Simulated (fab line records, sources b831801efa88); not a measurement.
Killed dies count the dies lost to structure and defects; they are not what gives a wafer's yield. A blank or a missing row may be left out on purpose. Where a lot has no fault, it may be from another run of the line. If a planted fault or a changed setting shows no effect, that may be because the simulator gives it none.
Problem report, 8D (eight disciplines) form, completed by code | flow gf180mcu | the parts of the form that need people (team, actions taken, sign-off) are left out

1. THE ISSUE
Wafers without a fault read 279.7 nm, standard deviation 1.3; cd nm at GF_M4_CD_MEAS_14 reads a mean of 268.1 nm on 3 wafers belonging to 2 lots. Relative to the usual mean, that is a shift of -8.9 standard deviations.
The step: target cd 280 nm.
Seen first at day 27 14:44 on cd sem-01, wafer L690.5. Wafers with a number at this step in the record: 36, from 12 lots. Rule for "out" (also "out of limits"): further than 4 standard deviations from the usual mean. The other wafers with a number count as sound.

2. WHAT IT IS, WHAT IT ISN'T
question                    | is                     | is not
which readings at this step | cd nm                  | -
which lots                  | L690, L691             | L677, L678, L681, L684, L686, L687, L688, L689, L698, L699
which wafers of those lots  | L690.5, L691.1, L691.5 | L690.3, L690.6, L691.3
read on which gauges        | cd sem-01, cd sem-02   | -
when                        | from day 27 14:44      | up to then (26 sound wafers); but 7 sound wafers of L691, L698, L699 came after

3. WHAT RULES OUT EACH SUSPECT
Counting: any tool at a process step up to the reading remains a suspect provided it ran every lot that is out. Sound lots after the first of them don't rule it out here, since some wafers of a struck lot are sound.
- ruled out: the gauge at GF_M4_CD_MEAS_14. Those wafers that are out were read across 2 gauges (cd sem-01, cd sem-02).
- pvd sputter-01 at GF_M3_SPUTTER_02 (material AlCu, target thk 450 nm, time 23.9 s): kept. It processed each lot that is out (first: L690, day 24 20:38); up to then, its last sound lot is L687 (day 23 23:36).
- krf scanner-01 at GF_M4_EXPOSE_11 (exposes mask Metal4, target cd 280 nm): kept. It processed each lot that is out (first: L690, day 27 04:48); up to then, its last sound lot is L688 (day 26 15:26).
The count leaves krf scanner-01 at GF_M4_EXPOSE_11 and pvd sputter-01 at GF_M3_SPUTTER_02.

4. THE CAUSE (what the simulator had put in)
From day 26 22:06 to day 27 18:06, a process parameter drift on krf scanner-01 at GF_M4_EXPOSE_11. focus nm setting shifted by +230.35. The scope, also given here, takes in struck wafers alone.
Counting left 2 suspects, and this tool is among them.

5. THE CHAIN OF EFFECTS, in route order
Rows list readings where the struck wafers' mean (over those with a number) sits beyond 3 standard deviations from the usual. Only readings whose record carries a usual standard deviation are examined. hours: median over the lots of the time between each lot's start at the first step of this table that gives one and its start at this step. sigmas: the change, counted in usual standard deviations.
hours | step             | reading | usual    | on struck wafers | change | sigmas
0     | GF_M4_CD_MEAS_14 | cd nm   | 279.7 nm | 268.1            | -11.6  | -8.9
Later measuring or inspecting steps at which every struck wafer that the step has a row for has a number for every such reading, and none has moved that far: GF_V5_CD_MEAS_14.

6. HOW IT WOULD HAVE BEEN CAUGHT EARLIER
17 hours passed between the start of the fault at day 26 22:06 and the first reading out of limits at a measuring or inspecting step in this record, taken at day 27 14:44.
Tool readings at GF_M4_EXPOSE_11 with a usual standard deviation given in the record: none out on any struck wafer, hence no alarm at a limit of 4 standard deviations on them.
All the lots that are out (2) had begun GF_M4_EXPOSE_11 on krf scanner-01 by day 27 14:44. Had the tool been put on hold then, not one of them would have been saved.
